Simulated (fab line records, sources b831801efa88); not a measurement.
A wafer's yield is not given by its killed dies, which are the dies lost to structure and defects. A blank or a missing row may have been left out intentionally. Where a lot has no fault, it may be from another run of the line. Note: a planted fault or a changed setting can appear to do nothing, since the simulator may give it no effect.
Matching of chambers | flow sky130 | 4 sister chambers for SKY_VIA1_CMP_24 on cmp-02
The step polishes, stops on SiO2, t overpolish 15 s, target thk 0 nm. 4 wafers are shown with their chamber, then 7 later ones without.

== WAFERS WITH THEIR CHAMBER ==
wafer  | chamber | motor-current-A (A)
L841.6 | 2       | 9.4
L846.2 | 3       | 11.3
L850.1 | 0       | 10.1
L850.4 | 1       | 9.9

== WAFERS MISSING THEIR CHAMBER ==
wafer  | motor-current-A (A)
L850.5 | 9.3
L851.2 | 9.4
L851.3 | 10.8
L851.4 | 10.1
L852.1 | 8.9
L852.3 | 10.4
L852.4 | 10.3

== THE CHAMBER EACH PASSED THROUGH ==
wafer  | from the rows above          | in truth
L850.5 | can't be placed: 2 or 1      | 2
L851.2 | can't be placed: 2 or 1      | 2
L851.3 | can't be placed: 3 or 0 or 1 | 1
L851.4 | can't be placed: 0 or 1      | 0
L852.1 | can't be placed: 2 or 1      | 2
L852.3 | can't be placed: 0 or 1 or 3 | 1
L852.4 | can't be placed: 0 or 1      | 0
0 of 7 placed correctly. Can't be placed from these rows: 7 (the true chamber is among the candidates in 7). Placed wrongly: 0.
How it was worked out, from the rows above alone: a wafer's distance from a chamber is the root of the sum, over the readings, of the square of ((its reading less the chamber's mean) divided by the reading's scatter). If the next closest chamber is less than 2 further off than the closest, the wafer can't be placed; otherwise it belongs to the closest. Each chamber's mean is taken over the wafers shown for it. The scatter: root of mean squared gap, hidden wafer to nearest shown wafer, with one shown wafer a chamber.
